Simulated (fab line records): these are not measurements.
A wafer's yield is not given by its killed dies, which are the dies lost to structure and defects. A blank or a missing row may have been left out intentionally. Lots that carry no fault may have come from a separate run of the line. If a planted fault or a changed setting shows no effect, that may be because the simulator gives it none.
fab line records | flow sky130 | part 1 of 2: steps 1 to 34 of 46
record: lots: 5 | wafers: 15 | last-day: 49
route steps=708 shown NWELL@33 DNWELL@35 PWDE@45
lots untouched by any fault: they come from a run of this same line in which no faults occurred
start-h: start of the lot's first displayed wafer, in hours after the record's first day | wait-h: hours elapsed since this lot's preceding step | " the same as in the row above | L1.1+2: several wafers, shown together as one row | - no value present, or no start provided | * or withheld: withheld | < > ~ a bound
route shown NAME@n: NAME is a module with steps in the file, n the number in the route of the first one | usual: average and standard deviation across the fault-free wafers | same: alike in all rows | chamber/n: place in a boat | sites: each site's reading | _std_site: their standard deviation | _edge_site: the outer-site mean with the inner-site mean subtracted | radius-mm: for every site, how far away it sits from the centre of the wafer | mask NAME#n: copy n | behind: the most recent tool/chamber to have shaped the wafer | hold: cause of the lot's hold/its duration in hours/its outcome | device: names the non-switching transistor (n, p or np) | end of line: the route-end tests of the same wafers | a step with no rows: only its recipe | killed: the dies lost at the first sort to structure and to defects; this is not the yield of the wafer | map: a wafer's dies, x killed, . not, _ none there
set.NAME: the run value of the setting; set.NAME@STEP: its run value at that earlier step | model.NAME: the simulator's own value behind a step, which no gauge read
a table for each step, a row for each wafer; lots at some steps of the route
services: when a tool's chamber went out of use (start-h, in hours from the record's first day, below 0 if earlier), for how many hours, and the reason
== steps ==
step: SKY_NWELL_OXIDATION_01
recipe: temp-c: 900 | ambient: O2 | stabilise-s: 600 | purge-s: 300 | target-thk-a: 100 | ox-time-s: 1418
usual: tube-center-temp-C: 899.99/0.09
lot.wafer | tool       | chamber | start-h | wait-h | tube-center-temp-C
L078.1    | furnace-02 | 0       | 56.63   | 0.9    | 900.03
L078.3    | "          | 0       | "       | "      | 900.02
L078.6    | "          | 0       | "       | "      | 900.01
L083.2    | furnace-02 | 0       | 82.15   | 0.9    | 899.95
L083.3    | "          | 0       | "       | "      | 899.89
L083.6    | "          | 0       | "       | "      | 900.07
L084.1    | furnace-02 | 0       | 85.50   | 0.1    | 900.03
L084.4    | "          | 0       | "       | "      | 899.93
L084.6    | "          | 0       | "       | "      | 900.06
L089.1    | furnace-01 | 0       | 115.74  | 0.7    | 899.98
L089.5    | "          | 0       | "       | "      | 900.05
L089.6    | "          | 0       | "       | "      | 899.91
L094.1    | furnace-02 | 0       | 138.00  | 0.0    | 900.08
L094.4    | "          | 0       | "       | "      | 900.04
L094.5    | "          | 0       | "       | "      | 899.82
step: SKY_NWELL_THK_MEAS_02
recipe: reads: SiO2_of_NWELL_OXIDATION_01
usual: NWELL_OXIDATION_THK: 9.90/0.17
lot.wafer | tool          | chamber | start-h | wait-h | NWELL_OXIDATION_THK[nm]
L078.1    | film-metro-01 | -       | 58.03   | 0.0    | 9.79
L078.3    | "             | -       | "       | "      | 9.93
L078.6    | "             | -       | "       | "      | 9.81
L083.2    | film-metro-04 | -       | 83.56   | 0.0    | 9.77
L083.3    | "             | -       | "       | "      | 9.82
L083.6    | "             | -       | "       | "      | 9.74
L084.1    | film-metro-01 | -       | 86.89   | 0.0    | 10.09
L084.4    | "             | -       | "       | "      | 10.16
L084.6    | "             | -       | "       | "      | 10.14
L089.1    | film-metro-03 | -       | 117.14  | 0.0    | 10.11
L089.5    | "             | -       | "       | "      | 9.98
L089.6    | "             | -       | "       | "      | 10.03
L094.1    | film-metro-04 | -       | 139.39  | 0.0    | 9.74
L094.4    | "             | -       | "       | "      | 9.94
L094.5    | "             | -       | "       | "      | 9.79
step: SKY_DNWELL_DEHYDRATE_00
recipe: temp-c: 200 | time-s: 60
lot.wafer  | tool           | chamber | start-h | wait-h
L078.1+3+6 | litho-track-02 | 0       | 65.50   | 7.5
L083.2+3+6 | litho-track-03 | 0       | 91.82   | 8.3
L084.1+4+6 | litho-track-03 | 0       | 95.20   | 8.3
L089.1+5+6 | litho-track-04 | 0       | 125.88  | 8.7
L094.1+4+5 | litho-track-03 | 0       | 149.05  | 9.6
step: SKY_DNWELL_HMDS_01
recipe: prime-time-s: 60 | prime-temp-c: 120
lot.wafer  | tool           | chamber | start-h | wait-h
L078.1+3+6 | litho-track-02 | 0       | 65.65   | 0.1
L083.2+3+6 | litho-track-03 | 0       | 91.97   | 0.1
L084.1+4+6 | litho-track-03 | 0       | 95.35   | 0.1
L089.1+5+6 | litho-track-04 | 0       | 126.03  | 0.1
L094.1+4+5 | litho-track-03 | 0       | 149.20  | 0.1
step: SKY_DNWELL_COAT_02
recipe: spin-rpm: 2000 | resist-thk-nm: 3000
lot.wafer  | tool           | chamber | start-h | wait-h
L078.1+3+6 | litho-track-02 | 0       | 65.80   | 0.1
L083.2+3+6 | litho-track-03 | 0       | 92.12   | 0.1
L084.1+4+6 | litho-track-03 | 0       | 95.50   | 0.1
L089.1+5+6 | litho-track-04 | 0       | 126.18  | 0.1
L094.1+4+5 | litho-track-03 | 0       | 149.35  | 0.1
step: SKY_DNWELL_SOFTBAKE_03
recipe: temp-c: 110 | time-s: withheld
lot.wafer  | tool           | chamber | start-h | wait-h
L078.1+3+6 | litho-track-02 | 0       | 65.95   | 0.1
L083.2+3+6 | litho-track-03 | 0       | 92.28   | 0.1
L084.1+4+6 | litho-track-03 | 0       | 95.65   | 0.1
L089.1+5+6 | litho-track-04 | 0       | 126.33  | 0.1
L094.1+4+5 | litho-track-03 | 0       | 149.50  | 0.1
step: SKY_DNWELL_EXPOSE_04
recipe: mask-id: DNM | na: 0.57 | target-cd-nm: 3000 | dose-mj: 222
usual: stage-vel-mm-s: 500.04/0.27
lot.wafer | tool             | chamber | start-h | wait-h | mask  | stage-vel-mm-s
L078.1    | iline-stepper-01 | 0       | -       | -      | DNM#0 | 500.21
L078.3    | "                | 0       | "       | "      | DNM#0 | 500.03
L078.6    | "                | 0       | "       | "      | DNM#0 | 499.90
L083.2    | iline-stepper-01 | 0       | -       | -      | DNM#0 | 500.31
L083.3    | "                | 0       | "       | "      | DNM#0 | 500.01
L083.6    | "                | 0       | "       | "      | DNM#0 | 499.99
L084.1    | iline-stepper-01 | 0       | -       | -      | DNM#0 | 500.02
L084.4    | "                | 0       | "       | "      | DNM#0 | 499.92
L084.6    | "                | 0       | "       | "      | DNM#0 | 499.99
L089.1    | iline-stepper-01 | 0       | -       | -      | DNM#0 | 499.65
L089.5    | "                | 0       | "       | "      | DNM#0 | 499.93
L089.6    | "                | 0       | "       | "      | DNM#0 | 499.83
L094.1    | iline-stepper-02 | 0       | -       | -      | DNM#0 | 500.05
L094.4    | "                | 0       | "       | "      | DNM#0 | 499.90
L094.5    | "                | 0       | "       | "      | DNM#0 | 500.28
step: SKY_DNWELL_PEB_05
recipe: temp-c: 115 | time-s: withheld
lot.wafer  | tool           | chamber | start-h | wait-h
L078.1+3+6 | litho-track-02 | 0       | -       | -
L083.2+3+6 | litho-track-03 | 0       | -       | -
L084.1+4+6 | litho-track-02 | 0       | -       | -
L089.1+5+6 | litho-track-03 | 0       | -       | -
L094.1+4+5 | litho-track-03 | 0       | -       | -
step: SKY_DNWELL_DEVELOP_06
recipe: wall-angle-deg: 90 | developer: TMAH | develop-time-s: 60 | dev-temp-c: 23
lot.wafer  | tool           | chamber | start-h | wait-h
L078.1+3+6 | litho-track-02 | 0       | -       | -
L083.2+3+6 | litho-track-03 | 0       | -       | -
L084.1+4+6 | litho-track-02 | 0       | -       | -
L089.1+5+6 | litho-track-03 | 0       | -       | -
L094.1+4+5 | litho-track-03 | 0       | -       | -
step: SKY_DNWELL_IMPLANT_07
recipe: species: P | energy-kev: withheld | dose-cm2: withheld | tilt-deg: withheld
lot.wafer  | tool         | chamber | start-h | wait-h
L078.1+3+6 | implanter-03 | 0       | 74.50   | -
L083.2+3+6 | implanter-01 | 0       | 101.02  | -
L084.1+4+6 | implanter-04 | 0       | 104.15  | -
L089.1+5+6 | implanter-04 | 0       | 135.55  | -
L094.1+4+5 | implanter-03 | 0       | 159.15  | -
step: SKY_DNWELL_STRIP_08
recipe: chemistry: O2/N2 | power-w: 1400 | pressure-mtorr: 1500 | platen-temp-c: withheld | o2-flow-sccm: 3000 | n2-flow-sccm: 300 | overash-fraction: 0.5
usual: drypump-motor-current-A: 5.9/0.63 | oes-product-au: 0.722/0.0042 | strip-time-to-endpoint-s: 36.94/0.092
lot.wafer | tool            | chamber | start-h | wait-h | drypump-motor-current-A | oes-product-au | rf-hours-counter-h | strip-time-to-endpoint-s
L078.1    | plasma-asher-04 | 0       | 74.65   | 0.1    | 6.3                     | 0.721          | 20                 | 36.78
L078.3    | "               | 0       | "       | "      | 6.4                     | 0.720          | -                  | 36.86
L078.6    | "               | 0       | "       | "      | 6.4                     | 0.718          | -                  | 36.90
L083.2    | plasma-asher-04 | 0       | 101.15  | 0.1    | 6.4                     | 0.720          | 22                 | 37.13
L083.3    | "               | 0       | "       | "      | 6.4                     | 0.727          | -                  | 37.10
L083.6    | "               | 0       | "       | "      | 6.4                     | 0.729          | -                  | 37.02
L084.1    | plasma-asher-04 | 0       | 104.45  | 0.2    | 6.4                     | 0.719          | 23                 | 36.86
L084.4    | "               | 1       | "       | "      | 6.2                     | 0.716          | -                  | 37.01
L084.6    | "               | 0       | "       | "      | 6.4                     | 0.721          | -                  | 36.79
L089.1    | plasma-asher-04 | 0       | 135.70  | 0.1    | 6.4                     | 0.725          | 27                 | 36.87
L089.5    | "               | 0       | "       | "      | 6.4                     | 0.717          | -                  | 36.92
L089.6    | "               | 1       | "       | "      | 6.2                     | 0.727          | -                  | 36.91
L094.1    | plasma-asher-02 | 1       | 159.30  | 0.1    | 4.8                     | 0.719          | 50                 | 36.97
L094.4    | "               | 0       | "       | "      | 6.1                     | 0.727          | -                  | 36.91
L094.5    | "               | 0       | "       | "      | 6.1                     | 0.726          | -                  | 37.03
step: SKY_DNWELL_TW_MEAS_09
usual: DNWELL_TW: 1115/11
lot.wafer | tool          | chamber | start-h | wait-h | DNWELL_TW
L078.1    | film-metro-04 | -       | 74.75   | 0.1    | 1120
L078.3    | "             | -       | "       | "      | 1122
L078.6    | "             | -       | "       | "      | 1117
L083.2    | film-metro-04 | -       | 101.26  | 0.1    | 1126
L083.3    | "             | -       | "       | "      | 1129
L083.6    | "             | -       | "       | "      | 1122
L084.1    | film-metro-03 | -       | 104.55  | 0.1    | 1111
L084.4    | "             | -       | "       | "      | 1106
L084.6    | "             | -       | "       | "      | 1101
L089.1    | film-metro-04 | -       | 135.80  | 0.1    | 1116
L089.5    | "             | -       | "       | "      | 1113
L089.6    | "             | -       | "       | "      | 1119
L094.1    | film-metro-03 | -       | 159.40  | 0.1    | 1103
L094.4    | "             | -       | "       | "      | 1105
L094.5    | "             | -       | "       | "      | 1096
step: SKY_PWDE_DEHYDRATE_00
recipe: temp-c: 200 | time-s: 60
lot.wafer  | tool           | chamber | start-h | wait-h
L078.1+3+6 | litho-track-03 | 0       | 82.40   | 7.6
L083.2+3+6 | litho-track-03 | 0       | 108.82  | 7.6
L084.1+4+6 | litho-track-04 | 0       | 112.93  | 8.4
L089.1+5+6 | litho-track-04 | 0       | 145.23  | 9.4
L094.1+4+5 | litho-track-03 | 0       | 169.20  | 9.8
step: SKY_PWDE_HMDS_01
recipe: prime-time-s: 60 | prime-temp-c: 120
lot.wafer  | tool           | chamber | start-h | wait-h
L078.1+3+6 | litho-track-03 | 0       | 82.55   | 0.1
L083.2+3+6 | litho-track-03 | 0       | 108.97  | 0.1
L084.1+4+6 | litho-track-04 | 0       | 113.08  | 0.1
L089.1+5+6 | litho-track-04 | 0       | 145.38  | 0.1
L094.1+4+5 | litho-track-03 | 0       | 169.35  | 0.1
step: SKY_PWDE_COAT_02
recipe: spin-rpm: 2000 | resist-thk-nm: 3059
lot.wafer  | tool           | chamber | start-h | wait-h
L078.1+3+6 | litho-track-03 | 0       | 82.70   | 0.1
L083.2+3+6 | litho-track-03 | 0       | 109.12  | 0.1
L084.1+4+6 | litho-track-04 | 0       | 113.23  | 0.1
L089.1+5+6 | litho-track-04 | 0       | 145.53  | 0.1
L094.1+4+5 | litho-track-03 | 0       | 169.50  | 0.1
step: SKY_PWDE_SOFTBAKE_03
recipe: temp-c: 110 | time-s: withheld
lot.wafer  | tool           | chamber | start-h | wait-h
L078.1+3+6 | litho-track-03 | 0       | 82.85   | 0.1
L083.2+3+6 | litho-track-03 | 0       | 109.28  | 0.1
L084.1+4+6 | litho-track-04 | 0       | 113.38  | 0.1
L089.1+5+6 | litho-track-04 | 0       | 145.68  | 0.1
L094.1+4+5 | litho-track-03 | 0       | 169.65  | 0.1
step: SKY_PWDE_EXPOSE_04
recipe: mask-id: PWDEM | na: 0.6 | source-shape: conventional | sigma-outer: 0.6 | polarization: unpolarized | target-cd-nm: 840 | dose-mj: 214
usual: stage-vel-mm-s: 500.01/0.24
lot.wafer | tool             | chamber | start-h | wait-h | mask    | stage-vel-mm-s
L078.1    | iline-stepper-01 | 0       | -       | -      | PWDEM#0 | 499.80
L078.3    | "                | 0       | "       | "      | PWDEM#0 | 500.03
L078.6    | "                | 0       | "       | "      | PWDEM#0 | 499.92
L083.2    | iline-stepper-02 | 0       | -       | -      | PWDEM#0 | 499.76
L083.3    | "                | 0       | "       | "      | PWDEM#0 | 499.42
L083.6    | "                | 0       | "       | "      | PWDEM#0 | 499.53
L084.1    | iline-stepper-01 | 0       | -       | -      | PWDEM#0 | 500.11
L084.4    | "                | 0       | "       | "      | PWDEM#0 | 500.01
L084.6    | "                | 0       | "       | "      | PWDEM#0 | 499.97
L089.1    | iline-stepper-02 | 0       | -       | -      | PWDEM#0 | 500.10
L089.5    | "                | 0       | "       | "      | PWDEM#0 | 499.93
L089.6    | "                | 0       | "       | "      | PWDEM#0 | 499.80
L094.1    | iline-stepper-01 | 0       | -       | -      | PWDEM#0 | 499.74
L094.4    | "                | 0       | "       | "      | PWDEM#0 | 499.70
L094.5    | "                | 0       | "       | "      | PWDEM#0 | 500.02
step: SKY_PWDE_PEB_05
recipe: temp-c: 115 | time-s: withheld
lot.wafer  | tool           | chamber | start-h | wait-h
L078.1+3+6 | litho-track-03 | 0       | -       | -
L083.2+3+6 | litho-track-01 | 0       | -       | -
L084.1+4+6 | litho-track-01 | 0       | -       | -
L089.1+5+6 | litho-track-01 | 0       | -       | -
L094.1+4+5 | litho-track-01 | 0       | -       | -
step: SKY_PWDE_DEVELOP_06
recipe: wall-angle-deg: 90 | developer: TMAH | develop-time-s: 60 | dev-temp-c: 23
lot.wafer  | tool           | chamber | start-h | wait-h
L078.1+3+6 | litho-track-03 | 0       | -       | -
L083.2+3+6 | litho-track-01 | 0       | -       | -
L084.1+4+6 | litho-track-01 | 0       | -       | -
L089.1+5+6 | litho-track-01 | 0       | -       | -
L094.1+4+5 | litho-track-01 | 0       | -       | -
step: SKY_PWDE_OVL_MEAS_07
usual: PWDE_OVL: 0.0/1.3
lot.wafer | tool       | chamber | start-h | wait-h | PWDE_OVL[nm]
L078.1    | overlay-01 | -       | 91.80   | -      | -0.5
L078.3    | "          | -       | "       | "      | -0.1
L078.6    | "          | -       | "       | "      | -0.3
L083.2    | overlay-01 | -       | 117.72  | -      | 0.2
L083.3    | "          | -       | "       | "      | 1.2
L083.6    | "          | -       | "       | "      | 0.0
L084.1    | overlay-02 | -       | 122.96  | -      | 1.4
L084.4    | "          | -       | "       | "      | 3.1
L084.6    | "          | -       | "       | "      | 3.3
L089.1    | overlay-01 | -       | 155.66  | -      | -0.4
L089.5    | "          | -       | "       | "      | -1.3
L089.6    | "          | -       | "       | "      | 0.0
L094.1    | overlay-01 | -       | 179.86  | -      | -1.8
L094.4    | "          | -       | "       | "      | 0.7
L094.5    | "          | -       | "       | "      | -0.4
step: SKY_PWDE_IMPLANT_08
recipe: species: B | energy-kev: 150 | dose-cm2: 3.572e+12 | tilt-deg: withheld
usual: beam-on-s: 10.03/0.21
lot.wafer | tool         | chamber | start-h | wait-h | beam-on-s
L078.1    | implanter-04 | 0       | 91.83   | 0.0    | 10.03
L078.3    | "            | 0       | "       | "      | 10.05
L078.6    | "            | 0       | "       | "      | 9.77
L083.2    | implanter-02 | 0       | 117.77  | 0.0    | 9.88
L083.3    | "            | 0       | "       | "      | 9.89
L083.6    | "            | 0       | "       | "      | 9.90
L084.1    | implanter-04 | 0       | 123.00  | 0.0    | 9.97
L084.4    | "            | 0       | "       | "      | 9.92
L084.6    | "            | 0       | "       | "      | 9.91
L089.1    | implanter-02 | 0       | 155.70  | 0.0    | 10.30
L089.5    | "            | 0       | "       | "      | 10.40
L089.6    | "            | 0       | "       | "      | 10.03
L094.1    | implanter-04 | 0       | 179.90  | 0.0    | 9.98
L094.4    | "            | 0       | "       | "      | 10.20
L094.5    | "            | 0       | "       | "      | 10.56
step: SKY_PWDE_STRIP_09
recipe: chemistry: O2/N2 | power-w: 1400 | pressure-mtorr: 1500 | platen-temp-c: withheld | o2-flow-sccm: 3000 | n2-flow-sccm: 300 | overash-fraction: 0.5
usual: drypump-motor-current-A: 5.6/0.63 | oes-product-au: 0.723/0.0045 | strip-time-to-endpoint-s: 37.60/0.11
lot.wafer | tool            | chamber | start-h | wait-h | drypump-motor-current-A | oes-product-au | rf-hours-counter-h | strip-time-to-endpoint-s
L078.1    | plasma-asher-02 | 1       | 92.13   | 0.2    | 4.8                     | 0.719          | 44                 | 37.63
L078.3    | "               | 0       | "       | "      | 6.0                     | 0.726          | -                  | 37.71
L078.6    | "               | 1       | "       | "      | 4.7                     | 0.722          | -                  | 37.75
L083.2    | plasma-asher-03 | 0       | 117.90  | 0.1    | 5.5                     | 0.721          | 44                 | 37.78
L083.3    | "               | 0       | "       | "      | 5.4                     | 0.727          | -                  | 37.73
L083.6    | "               | 0       | "       | "      | 5.5                     | 0.718          | -                  | 37.64
L084.1    | plasma-asher-02 | 1       | 123.15  | 0.1    | 4.8                     | 0.722          | 48                 | 37.62
L084.4    | "               | 1       | "       | "      | 4.8                     | 0.721          | -                  | 37.72
L084.6    | "               | 1       | "       | "      | 4.8                     | 0.721          | -                  | 37.74
L089.1    | plasma-asher-02 | 0       | 155.85  | 0.1    | 6.1                     | 0.726          | 50                 | 37.62
L089.5    | "               | 1       | "       | "      | 4.7                     | 0.718          | -                  | 37.53
L089.6    | "               | 0       | "       | "      | 6.1                     | 0.726          | -                  | 37.56
L094.1    | plasma-asher-03 | 1       | 180.05  | 0.1    | 5.8                     | 0.728          | 50                 | 37.42
L094.4    | "               | 0       | "       | "      | 5.5                     | 0.721          | -                  | 37.44
L094.5    | "               | 0       | "       | "      | 5.5                     | 0.721          | -                  | 37.54
step: SKY_PWDE_TW_MEAS_10
usual: PWDE_TW: 374.3/3
lot.wafer | tool          | chamber | start-h | wait-h | PWDE_TW
L078.1    | film-metro-01 | -       | 92.23   | 0.1    | 375.5
L078.3    | "             | -       | "       | "      | 374.1
L078.6    | "             | -       | "       | "      | 375.4
L083.2    | film-metro-01 | -       | 118.01  | 0.1    | 378.1
L083.3    | "             | -       | "       | "      | 375.7
L083.6    | "             | -       | "       | "      | 378.9
L084.1    | film-metro-01 | -       | 123.25  | 0.1    | 375.5
L084.4    | "             | -       | "       | "      | 377.7
L084.6    | "             | -       | "       | "      | 375.3
L089.1    | film-metro-01 | -       | 155.95  | 0.1    | 373.9
L089.5    | "             | -       | "       | "      | 375.1
L089.6    | "             | -       | "       | "      | 372.8
L094.1    | film-metro-04 | -       | 180.15  | 0.1    | 374.0
L094.4    | "             | -       | "       | "      | 371.6
L094.5    | "             | -       | "       | "      | 373.3
step: SKY_NWELL_DEHYDRATE_03
recipe: temp-c: 200 | time-s: 60
lot.wafer  | tool           | chamber | start-h | wait-h
L078.1+3+6 | litho-track-04 | 0       | 100.23  | 8.0
L083.2+3+6 | litho-track-04 | 0       | 127.25  | 9.2
L084.1+4+6 | litho-track-02 | 0       | 131.75  | 8.5
L089.1+5+6 | litho-track-01 | 0       | 165.56  | 9.6
L094.1+4+5 | litho-track-01 | 0       | 190.06  | 9.9
step: SKY_NWELL_HMDS_04
recipe: prime-time-s: 60 | prime-temp-c: 120
lot.wafer  | tool           | chamber | start-h | wait-h
L078.1+3+6 | litho-track-04 | 0       | 100.38  | 0.1
L083.2+3+6 | litho-track-04 | 0       | 127.40  | 0.1
L084.1+4+6 | litho-track-02 | 0       | 131.90  | 0.1
L089.1+5+6 | litho-track-01 | 0       | 165.71  | 0.1
L094.1+4+5 | litho-track-01 | 0       | 190.21  | 0.1
step: SKY_NWELL_COAT_05
recipe: spin-rpm: 2000 | resist-thk-nm: 3000
lot.wafer  | tool           | chamber | start-h | wait-h
L078.1+3+6 | litho-track-04 | 0       | 100.53  | 0.1
L083.2+3+6 | litho-track-04 | 0       | 127.55  | 0.1
L084.1+4+6 | litho-track-02 | 0       | 132.05  | 0.1
L089.1+5+6 | litho-track-01 | 0       | 165.86  | 0.1
L094.1+4+5 | litho-track-01 | 0       | 190.36  | 0.1
step: SKY_NWELL_SOFTBAKE_06
recipe: temp-c: 110 | time-s: withheld
lot.wafer  | tool           | chamber | start-h | wait-h
L078.1+3+6 | litho-track-04 | 0       | 100.68  | 0.1
L083.2+3+6 | litho-track-04 | 0       | 127.71  | 0.1
L084.1+4+6 | litho-track-02 | 0       | 132.20  | 0.1
L089.1+5+6 | litho-track-01 | 0       | 166.01  | 0.1
L094.1+4+5 | litho-track-01 | 0       | 190.51  | 0.1
step: SKY_NWELL_EXPOSE_07
recipe: mask-id: NWM | na: 0.6 | source-shape: conventional | sigma-outer: 0.6 | polarization: unpolarized | target-cd-nm: 840 | dose-mj: 255
usual: stage-vel-mm-s: 499.99/0.25
lot.wafer | tool             | chamber | start-h | wait-h | mask  | stage-vel-mm-s
L078.1    | iline-stepper-02 | 0       | -       | -      | NWM#0 | 499.82
L078.3    | "                | 0       | "       | "      | NWM#0 | 500.21
L078.6    | "                | 0       | "       | "      | NWM#0 | 500.07
L083.2    | iline-stepper-02 | 0       | -       | -      | NWM#0 | 500.24
L083.3    | "                | 0       | "       | "      | NWM#0 | 500.23
L083.6    | "                | 0       | "       | "      | NWM#0 | 499.95
L084.1    | iline-stepper-02 | 0       | -       | -      | NWM#0 | 499.52
L084.4    | "                | 0       | "       | "      | NWM#0 | 499.86
L084.6    | "                | 0       | "       | "      | NWM#0 | 499.80
L089.1    | iline-stepper-01 | 0       | -       | -      | NWM#0 | 500.27
L089.5    | "                | 0       | "       | "      | NWM#0 | 500.14
L089.6    | "                | 0       | "       | "      | NWM#0 | 499.94
L094.1    | iline-stepper-01 | 0       | -       | -      | NWM#0 | 500.12
L094.4    | "                | 0       | "       | "      | NWM#0 | 500.23
L094.5    | "                | 0       | "       | "      | NWM#0 | 499.91
step: SKY_NWELL_PEB_08
recipe: temp-c: 115 | time-s: withheld
lot.wafer  | tool           | chamber | start-h | wait-h
L078.1+3+6 | litho-track-02 | 0       | -       | -
L083.2+3+6 | litho-track-02 | 0       | -       | -
L084.1+4+6 | litho-track-02 | 0       | -       | -
L089.1+5+6 | litho-track-01 | 0       | -       | -
L094.1+4+5 | litho-track-01 | 0       | -       | -
step: SKY_NWELL_DEVELOP_09
recipe: wall-angle-deg: 90 | developer: TMAH | develop-time-s: 60 | dev-temp-c: 23
lot.wafer  | tool           | chamber | start-h | wait-h
L078.1+3+6 | litho-track-02 | 0       | -       | -
L083.2+3+6 | litho-track-02 | 0       | -       | -
L084.1+4+6 | litho-track-02 | 0       | -       | -
L089.1+5+6 | litho-track-01 | 0       | -       | -
L094.1+4+5 | litho-track-01 | 0       | -       | -
step: SKY_NWELL_OVL_MEAS_10
usual: NWELL_00_OVL: -0.3/1.4
lot.wafer | tool       | chamber | start-h | wait-h | NWELL_00_OVL[nm]
L078.1    | overlay-02 | -       | 109.00  | -      | 0.8
L078.3    | "          | -       | "       | "      | 0.8
L078.6    | "          | -       | "       | "      | 0.9
L083.2    | overlay-01 | -       | 136.91  | -      | -1.1
L083.3    | "          | -       | "       | "      | -2.7
L083.6    | "          | -       | "       | "      | -0.4
L084.1    | overlay-01 | -       | 141.90  | -      | -0.9
L084.4    | "          | -       | "       | "      | 0.1
L084.6    | "          | -       | "       | "      | -1.4
L089.1    | overlay-02 | -       | 176.26  | -      | 2.3
L089.5    | "          | -       | "       | "      | 2.3
L089.6    | "          | -       | "       | "      | 1.2
L094.1    | overlay-01 | -       | 201.96  | -      | -1.6
L094.4    | "          | -       | "       | "      | -2.7
L094.5    | "          | -       | "       | "      | -1.0
step: SKY_NWELL_IMPLANT_11
recipe: species: P | energy-kev: 400 | dose-cm2: 1.9e+13 | tilt-deg: withheld
usual: beam-on-s: 9.99/0.22
lot.wafer | tool         | chamber | start-h | wait-h | beam-on-s
L078.1    | implanter-02 | 0       | 109.04  | 0.0    | 9.40
L078.3    | "            | 0       | "       | "      | 10.09
L078.6    | "            | 0       | "       | "      | 9.76
L083.2    | implanter-01 | 0       | 136.97  | 0.0    | 9.51
L083.3    | "            | 0       | "       | "      | 10.34
L083.6    | "            | 0       | "       | "      | 9.99
L084.1    | implanter-02 | 0       | 141.94  | 0.0    | 10.22
L084.4    | "            | 0       | "       | "      | 9.64
L084.6    | "            | 0       | "       | "      | 9.75
L089.1    | implanter-03 | 0       | 176.30  | 0.0    | 10.17
L089.5    | "            | 0       | "       | "      | 9.72
L089.6    | "            | 0       | "       | "      | 10.16
L094.1    | implanter-01 | 0       | 202.00  | 0.0    | 10.27
L094.4    | "            | 0       | "       | "      | 10.19
L094.5    | "            | 0       | "       | "      | 10.13
step: SKY_NWELL_IMPLANT_12
recipe: species: P | energy-kev: 120 | dose-cm2: 1.3e+12 | tilt-deg: withheld
usual: beam-on-s: 9.99/0.19
lot.wafer | tool         | chamber | start-h | wait-h | beam-on-s
L078.1    | implanter-02 | 0       | 109.19  | 0.1    | 10.06
L078.3    | "            | 0       | "       | "      | 9.93
L078.6    | "            | 0       | "       | "      | 10.22
L083.2    | implanter-01 | 0       | 137.12  | 0.1    | 10.07
L083.3    | "            | 0       | "       | "      | 9.71
L083.6    | "            | 0       | "       | "      | 9.90
L084.1    | implanter-02 | 0       | 142.09  | 0.1    | 10.10
L084.4    | "            | 0       | "       | "      | 10.04
L084.6    | "            | 0       | "       | "      | 9.80
L089.1    | implanter-03 | 0       | 176.45  | 0.1    | 9.89
L089.5    | "            | 0       | "       | "      | 9.92
L089.6    | "            | 0       | "       | "      | 9.98
L094.1    | implanter-01 | 0       | 202.15  | 0.1    | 10.07
L094.4    | "            | 0       | "       | "      | 9.98
L094.5    | "            | 0       | "       | "      | 9.74
step: SKY_NWELL_IMPLANT_13
recipe: species: P | energy-kev: 50 | dose-cm2: 7e+11 | tilt-deg: withheld
usual: beam-on-s: 9.97/0.22
lot.wafer | tool         | chamber | start-h | wait-h | beam-on-s
L078.1    | implanter-02 | 0       | 109.34  | 0.1    | 9.84
L078.3    | "            | 0       | "       | "      | 10.07
L078.6    | "            | 0       | "       | "      | 9.95
L083.2    | implanter-01 | 0       | 137.27  | 0.1    | 9.76
L083.3    | "            | 0       | "       | "      | 10.07
L083.6    | "            | 0       | "       | "      | 10.05
L084.1    | implanter-02 | 0       | 142.24  | 0.1    | 10.02
L084.4    | "            | 0       | "       | "      | 9.73
L084.6    | "            | 0       | "       | "      | 9.94
L089.1    | implanter-03 | 0       | 176.60  | 0.1    | 9.79
L089.5    | "            | 0       | "       | "      | 10.40
L089.6    | "            | 0       | "       | "      | 10.00
L094.1    | implanter-01 | 0       | 202.30  | 0.1    | 9.94
L094.4    | "            | 0       | "       | "      | 10.34
L094.5    | "            | 0       | "       | "      | 10.13
